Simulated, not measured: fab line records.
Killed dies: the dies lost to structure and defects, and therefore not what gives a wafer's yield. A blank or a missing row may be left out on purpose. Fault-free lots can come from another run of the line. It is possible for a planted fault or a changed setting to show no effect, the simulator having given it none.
A lot that was struck, set against a sound lot | flow sky130 | 15 steps out of a route of 708
Sound: the wafers L952.3, L952.4, L952.6. Struck: wafer L963.6 (L963.1, L963.2, from the same lot, were not struck and are left out); the cause is given at the end.
At each step with rows: each side's tool, then ch and its chambers, then its first start. Under that, the readings that differ: sound wafers | struck wafers | difference of the means | sigmas: that difference in standard deviations of wafers without a fault.
alike: a reading whose means differ by less than 2 such deviations, as well as words and numbers matching on both sides. not compared: withheld readings; readings where some wafer has no value; bounds like >300 that might hide an equal value; numbers whose values overlap and for which the record gives no deviation.
The two part at a step that has a row with sigmas, a row that says differs or no value, or rows on one side only. When numbers do not overlap yet have no deviation, they are printed without sigmas and do not part them. A reading that every wafer of one side lacks parts them only if that side has two wafers or more.

SKY_VIA3_ETCH_14: etches BARC in N2/H2, stops on SiO2, time 45.9 s, target depth 60 nm.
  sound on rie-diel-01 ch 0,1, day 39 17:08; struck on rie-diel-01 ch 1, day 43 07:23
  alike: chamber-pressure-mTorr, drypump-motor-current-A, oes-product-au, throttle-valve-pct
  not compared: rf-hours-counter-h
SKY_VIA3_ETCH_15: etches SiO2 in C4F8/O2/Ar, stops on TiN, target depth 507 nm, time 78 s.
  sound on rie-diel-01 ch 0,1, day 39 17:11; struck on rie-diel-01 ch 1, day 43 07:26
  alike: chamber-pressure-mTorr, oes-product-au
  not compared: rf-hours-counter-h
SKY_VIA3_STRIP_16: strips in O2/N2.
  sound on plasma-asher-01 ch 0,1, day 39 17:17; struck on plasma-asher-02 ch 1, day 43 07:29
  alike: chamber-pressure-mTorr, drypump-motor-current-A, oes-product-au, strip-time-to-endpoint-s
  not compared: rf-hours-counter-h
then, 4 steps without rows for these wafers: SKY_VIA3_STRIP_17 (strips in post etch residue remover, time 1200 s); SKY_VIA3_CLEAN_18 (cleans in IPA, time 180 s); SKY_VIA3_CLEAN_19 (cleans in O3/DIW); SKY_VIA3_SPUTTER_20 (material TiN, target thk 20 nm, time 80 s).
SKY_VIA3_CVD_21: deposits W, target thk 390 nm, time 117.31 s.
  sound on cvd-w-01 ch 0,1, day 39 17:56; struck on cvd-w-01 ch 0, day 43 08:16
  alike: heater-power-w
SKY_VIA3_RS_MEAS_22: measures by four-point-probe.
  sound on film-metro-02, day 39 18:04; struck on film-metro-04, day 43 08:23
  alike: VIA3_W_RS
SKY_VIA3_THK_MEAS_23: measures by xrf.
  sound on film-metro-02, day 39 18:10; struck on film-metro-04, day 43 08:30
  alike: VIA3_W_THK
then, 1 step without rows for these wafers: SKY_VIA3_CMP_24 (polishes, stops on SiO2, t overpolish 20 s, target thk 0 nm).
SKY_METAL4_SPUTTER_00: material Ti, target thk 15 nm, time 10 s.
  sound on pvd-sputter-03, day 39 18:30; struck on pvd-sputter-01, day 43 08:56
  alike: throttle-valve-pct
SKY_METAL4_SPUTTER_01: material TiN, target thk 20 nm, time 16.7 s.
  sound on pvd-sputter-03, day 39 18:31; struck on pvd-sputter-01, day 43 08:58
  reading                                    | sound          | struck | difference | sigmas
  model.TiN_of_METAL4_SPUTTER_01.thk-nm (nm) | 20 20.11 20.05 | 28.86  | +8.81      |
  alike: throttle-valve-pct
then, 1 step without rows for these wafers: SKY_METAL4_SPUTTER_02 (material AlCu, target thk 735 nm, time 39.1 s).
SKY_PAD_OPEN_PROBE_99:
  rows exist in the record for the sound wafers here (prober-01, day 45 19:29), none for the struck ones

## WHERE THEY PART
SKY_PAD_OPEN_PROBE_99 only, going by this record.

WHY: the cause the simulator had injected
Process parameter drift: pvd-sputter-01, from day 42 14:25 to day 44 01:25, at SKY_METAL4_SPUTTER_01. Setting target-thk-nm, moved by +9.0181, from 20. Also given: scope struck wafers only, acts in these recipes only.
